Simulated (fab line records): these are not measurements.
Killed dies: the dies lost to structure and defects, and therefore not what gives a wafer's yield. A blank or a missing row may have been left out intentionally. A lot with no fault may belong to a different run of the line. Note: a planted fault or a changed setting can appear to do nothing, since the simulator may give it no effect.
Chamber matching :: flow sfq-line :: SFQ_TRILAYER_L0_VIA_ETCH_VIA_ETCH_016 on rie-diel-03: 4 sister chambers
The step etches SiO2 in CHF3, stops on MoNx KI, target depth 80 nm. 14 wafers are shown with their chamber, then 7 later ones without.

WAFERS, EACH WITH ITS CHAMBER
wafer: L854.2
chamber: 1
drypump-motor-current-A (A): 5.8
oes-product-au (a.u.): 0.833
rf-fwd-power-W (W): 490.2

wafer: L854.3
chamber: 2
drypump-motor-current-A (A): 5.6
oes-product-au (a.u.): 0.850
rf-fwd-power-W (W): 494.6

wafer: L854.4
chamber: 0
drypump-motor-current-A (A): 5.9
oes-product-au (a.u.): 0.850
rf-fwd-power-W (W): 493.0

wafer: L855.2
chamber: 2
drypump-motor-current-A (A): 5.6
oes-product-au (a.u.): 0.825
rf-fwd-power-W (W): 496.8

wafer: L855.3
chamber: 0
drypump-motor-current-A (A): 5.8
oes-product-au (a.u.): 0.841
rf-fwd-power-W (W): 496.7

wafer: L855.5
chamber: 1
drypump-motor-current-A (A): 5.8
oes-product-au (a.u.): 0.834
rf-fwd-power-W (W): 495.1

wafer: L856.3
chamber: 3
drypump-motor-current-A (A): 5.1
oes-product-au (a.u.): 0.838
rf-fwd-power-W (W): 493.8

wafer: L856.5
chamber: 2
drypump-motor-current-A (A): 5.6
oes-product-au (a.u.): 0.844
rf-fwd-power-W (W): 496.1

wafer: L856.6
chamber: 1
drypump-motor-current-A (A): 5.8
oes-product-au (a.u.): 0.837
rf-fwd-power-W (W): 495.3

wafer: L857.2
chamber: 3
drypump-motor-current-A (A): 5.1
oes-product-au (a.u.): 0.836
rf-fwd-power-W (W): 498.1

wafer: L857.3
chamber: 1
drypump-motor-current-A (A): 5.8
oes-product-au (a.u.): 0.846
rf-fwd-power-W (W): 496.5

wafer: L857.5
chamber: 0
drypump-motor-current-A (A): 5.8
oes-product-au (a.u.): 0.854
rf-fwd-power-W (W): 493.5

wafer: L858.1
chamber: 3
drypump-motor-current-A (A): 5.1
oes-product-au (a.u.): 0.836
rf-fwd-power-W (W): 498.5

wafer: L858.5
chamber: 1
drypump-motor-current-A (A): 5.8
oes-product-au (a.u.): 0.838
rf-fwd-power-W (W): 493.2

SIGNATURES (averages over the wafers above)
reading: drypump-motor-current-A
chamber 0: 5.833
chamber 1: 5.800
chamber 2: 5.600
chamber 3: 5.100
scatter within a chamber: 0.0258

reading: oes-product-au
chamber 0: 0.84833
chamber 1: 0.83760
chamber 2: 0.83967
chamber 3: 0.83667
scatter within a chamber: 0.00733

reading: rf-fwd-power-W
chamber 0: 494.400
chamber 1: 494.060
chamber 2: 495.833
chamber 3: 496.800
scatter within a chamber: 2.2
Rule: a wafer lies at a distance from a chamber equal to the root of the sum of squares, over the readings, of (its reading less the chamber's mean, divided by the reading's scatter). If the next closest chamber is less than 2 further off than the closest, the wafer can't be placed; otherwise it belongs to the closest. The scatter: the root of (the sum of the squares of (reading less its chamber's mean) over the shown wafers, divided by (wafers less chambers)).

WAFERS WITH NO CHAMBER GIVEN
wafer: L858.6
drypump-motor-current-A (A): 5.6
oes-product-au (a.u.): 0.846
rf-fwd-power-W (W): 497.4

wafer: L872.1
drypump-motor-current-A (A): 5.8
oes-product-au (a.u.): 0.843
rf-fwd-power-W (W): 491.6

wafer: L872.2
drypump-motor-current-A (A): 5.1
oes-product-au (a.u.): 0.846
rf-fwd-power-W (W): 497.6

wafer: L872.3
drypump-motor-current-A (A): 5.6
oes-product-au (a.u.): 0.843
rf-fwd-power-W (W): 495.5

wafer: L874.1
drypump-motor-current-A (A): 5.8
oes-product-au (a.u.): 0.849
rf-fwd-power-W (W): 494.1

wafer: L874.5
drypump-motor-current-A (A): 5.1
oes-product-au (a.u.): 0.849
rf-fwd-power-W (W): 498.1

wafer: L874.6
drypump-motor-current-A (A): 5.6
oes-product-au (a.u.): 0.851
rf-fwd-power-W (W): 495.0

EACH ONE'S CHAMBER
wafer: L858.6
from the rows above: 2
in truth: 2

wafer: L872.1
from the rows above: can't be placed: 1 or 0
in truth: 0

wafer: L872.2
from the rows above: 3
in truth: 3

wafer: L872.3
from the rows above: 2
in truth: 2

wafer: L874.1
from the rows above: can't be placed: 0 or 1
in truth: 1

wafer: L874.5
from the rows above: 3
in truth: 3

wafer: L874.6
from the rows above: 2
in truth: 2
5 of 7 placed correctly. Cannot be placed on the basis of these rows: 2; the candidates contain the true chamber in 2. 0 placed wrongly.
